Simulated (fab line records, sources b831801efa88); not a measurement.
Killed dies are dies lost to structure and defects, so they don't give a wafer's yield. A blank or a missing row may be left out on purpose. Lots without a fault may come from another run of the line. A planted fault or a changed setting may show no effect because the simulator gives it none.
Which tool did it? | flow sky130 | 12 lots, 36 wafers sampled, at 1 step of a route of 708

WHAT THE GAUGES READ, wafer by wafer
SKY_FIELD_ISO_CD_MEAS_13: target cd 150 nm.
lot  | measured    | on        | cd_nm (nm)
L488 | day 3 04:40 | cd_sem-01 | 149.6 150.4 151.5
L489 | day 3 09:20 | cd_sem-02 | 148.6 149.7 150.5
L491 | day 3 19:47 | cd_sem-02 | 147.7 148.2 148.2
L493 | day 4 03:55 | cd_sem-02 | 147.9 148.8 148.2
L494 | day 4 08:07 | cd_sem-02 | 148.9 148.3 148.2
L495 | day 4 15:28 | cd_sem-02 | 149.8 150.0 150.4
L496 | day 4 19:56 | cd_sem-01 | 149.9 149.1 147.8
L497 | day 5 01:17 | cd_sem-01 | 153.0 152.0 152.6
L498 | day 5 05:44 | cd_sem-01 | 148.8 147.2 147.9
L505 | day 6 18:52 | cd_sem-02 | 150.6 150.6 149.3
L506 | day 6 22:46 | cd_sem-01 | 150.6 150.7 150.1
L507 | day 7 04:01 | cd_sem-02 | 146.9 148.0 147.2

WHICH TOOL RAN EACH LOT (tool, then ch and the chambers of the sampled wafers, then the start)
The record holds no process step before these readings.

WHAT THE TOOLS THEMSELVES READ (means of the sampled wafers that have a number; where no wafer has one, the mark that the record gives instead)
The record holds no such reading with a usual standard deviation.

THE ANSWER, worked out from the rows above alone
Rule: what is usual is taken from the lots themselves. Put in order of their means at a reading, lots are off if they are a third of the lots or fewer, leave a main group of 4 or more, and stand apart from it by a gap of 3 or more times the standard deviation of the main group's means; of several such gaps the widest counts. A main group whose means are all the same, to the digits that the tables above print for the reading, isn't used. A lot without any number at a reading at which 4 lots or more have one is off too. The other lots that the step has rows for count as sound. The gauges are gone through in route order, then the tools' own readings, and for those a lot's mean is taken as printed above. The first step at which some lot is off is used, and at that step the reading that is off furthest; a lot without a number counts as furthest.
No lot is off at any reading shown: from this, nothing can be told.

WHAT THE SIMULATOR HAD PUT IN
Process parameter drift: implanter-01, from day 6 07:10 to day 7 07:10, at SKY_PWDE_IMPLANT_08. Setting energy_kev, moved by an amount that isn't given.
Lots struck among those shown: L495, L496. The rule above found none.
